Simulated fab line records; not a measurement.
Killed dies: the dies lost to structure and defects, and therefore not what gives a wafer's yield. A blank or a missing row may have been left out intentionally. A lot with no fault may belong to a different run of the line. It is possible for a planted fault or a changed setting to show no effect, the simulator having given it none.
Matching of chambers	flow sky130	4 sister chambers for SKY_FIELD_ISO_CMP_27 on cmp-02
The step polishes, stops on Si3N4, t overpolish 16 s, target thk 457.8 nm. 4 wafers are shown with their chamber, then 12 later ones without.

== WAFERS, EACH WITH ITS CHAMBER ==
wafer	chamber	motor current A (A)
L085.1	2	12.1
L087.1	1	12.7
L087.2	3	12.7
L087.5	0	10.2

== WAFERS WITH NO CHAMBER GIVEN ==
wafer	motor current A (A)
L089.2	12.4
L089.4	13.1
L089.6	13.0
L090.1	13.4
L090.2	10.6
L090.5	10.3
L095.4	12.5
L095.5	12.1
L095.6	12.8
L096.1	12.2
L096.2	12.7
L096.3	13.1

== EACH ONE'S CHAMBER ==
wafer	from the rows above	in truth
L089.2	can't be placed: 1 or 3 or 2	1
L089.4	can't be placed: 1 or 3 or 2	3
L089.6	can't be placed: 1 or 3 or 2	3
L090.1	can't be placed: 1 or 3 or 2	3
L090.2	0	0
L090.5	0	0
L095.4	can't be placed: 1 or 3 or 2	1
L095.5	can't be placed: 2 or 1 or 3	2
L095.6	can't be placed: 1 or 3 or 2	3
L096.1	can't be placed: 2 or 1 or 3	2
L096.2	can't be placed: 1 or 3 or 2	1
L096.3	can't be placed: 1 or 3 or 2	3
Placed correctly: 2 of 12. These rows do not allow placing 10 (true chamber among the candidates in 10). 0 placed wrongly.
How it was worked out, from the rows above alone: a wafer's distance from a chamber is the root of the sum, over the readings, of the square of ((its reading less the chamber's mean) divided by the reading's scatter). If the next closest chamber is less than 2 further off than the closest, the wafer can't be placed; otherwise it belongs to the closest. Each chamber's mean is taken over the wafers shown for it. The scatter: with one shown wafer a chamber, the root of the mean of the squares of how far each hidden wafer lies from its nearest shown one.
